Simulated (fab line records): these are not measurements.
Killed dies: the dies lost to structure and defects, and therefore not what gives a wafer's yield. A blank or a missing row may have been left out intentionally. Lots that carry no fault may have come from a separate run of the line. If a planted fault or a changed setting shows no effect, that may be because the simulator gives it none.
Problem report, 8D (eight disciplines) form, completed by code    flow sky130    the parts of the form that need people (team, actions taken, sign-off) are left out

## 1. THE ISSUE
VIA4_HDPCVD_THK at SKY_VIA4_THK_MEAS_01 reads a mean of 1415 nm on 9 wafers of 3 lots; wafers without a fault read 1761 nm with a standard deviation of 16. That puts it -22 standard deviations away from the usual mean.
Earliest sighting: wafer L818.1 on filmMetro-03 at day 45 02:20. The record holds 36 wafers of 12 lots with a number at this step. The rule behind "out" and "out of limits": a value lying over 4 standard deviations away from the usual mean. The rest of the wafers with a number are treated as sound.

## 2. WHAT IT IS, WHAT IT ISN'T
question                     is                                        is not
which readings at this step  VIA4_HDPCVD_THK                           -
which lots                   L818, L819, L820                          L808, L811, L812, L813, L815, L816, L817, L829, L830
which wafers of those lots   all that have a number                    -
read on which gauges         filmMetro-01, filmMetro-03, filmMetro-04  -
when                         from day 45 02:20                         up to then (21 sound wafers); but 6 sound wafers of L829, L830 came after

## 3. THE SUSPECTS, EACH WITH WHAT RULES IT OUT
Counting: a tool at a process step up to the reading stays a suspect if it ran every lot that is out and no sound lot after the first of them.
- the gauge at SKY_VIA4_THK_MEAS_01 has been ruled out. The wafers that are out were read on 3 gauges (filmMetro-01, filmMetro-03, filmMetro-04).
- hdpcvd-01 at SKY_VIA4_HDPCVD_00 (deposits SiO2, target thk 1750 nm, time 291.7 s): kept. All lots that are out passed through it, beginning with L818 at day 45 02:10, and no sound lot followed; its final sound lot before that point was L817 at day 44 17:00. Its own readings are out on those wafers: sih4FlowSccm.
After counting, what remains is hdpcvd-01 at SKY_VIA4_HDPCVD_00.

## 4. THE CAUSE (what the simulator had put in)
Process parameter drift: hdpcvd-01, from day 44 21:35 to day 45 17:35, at SKY_VIA4_HDPCVD_00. Setting sih4FlowSccm, moved by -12, from 60. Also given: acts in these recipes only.
This tool alone remained once counting was done.

## 5. SEQUENCE OF EFFECTS, ordered by route
One row per reading whose mean, taken over the struck wafers that have a number, lies over 3 standard deviations from the usual. Readings are gone through only where the record gives a usual standard deviation; hours: the median, over the lots, of the time from a lot's start at the first step in this table giving one to that lot's start at this step; sigmas: the change measured in usual standard deviations.
hours  step                  reading          usual       on struck wafers  change  sigmas
0      SKY_VIA4_HDPCVD_00    sih4FlowSccm     60.03 sccm  48.13             -11.90  -66
0      SKY_VIA4_THK_MEAS_01  VIA4_HDPCVD_THK  1761 nm     1415              -346    -22
The process steps in it:
- SKY_VIA4_HDPCVD_00: deposits SiO2, target thk 1750 nm, time 291.7 s.

## 6. WHAT WOULD HAVE CAUGHT IT SOONER
In this record the first reading out of limits at a measuring or inspecting step was taken at day 45 02:20, 5 hours after the fault began at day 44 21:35.
At SKY_VIA4_HDPCVD_00, the tool's own readings (sih4FlowSccm) were out on each struck wafer the step has a row for, so an alarm limit on them would have fired on the first such wafer.
Of the lots that are out (3), L819, L820 began SKY_VIA4_HDPCVD_00 on hdpcvd-01 after day 45 02:20. A hold on the tool at that time would have spared those 2.
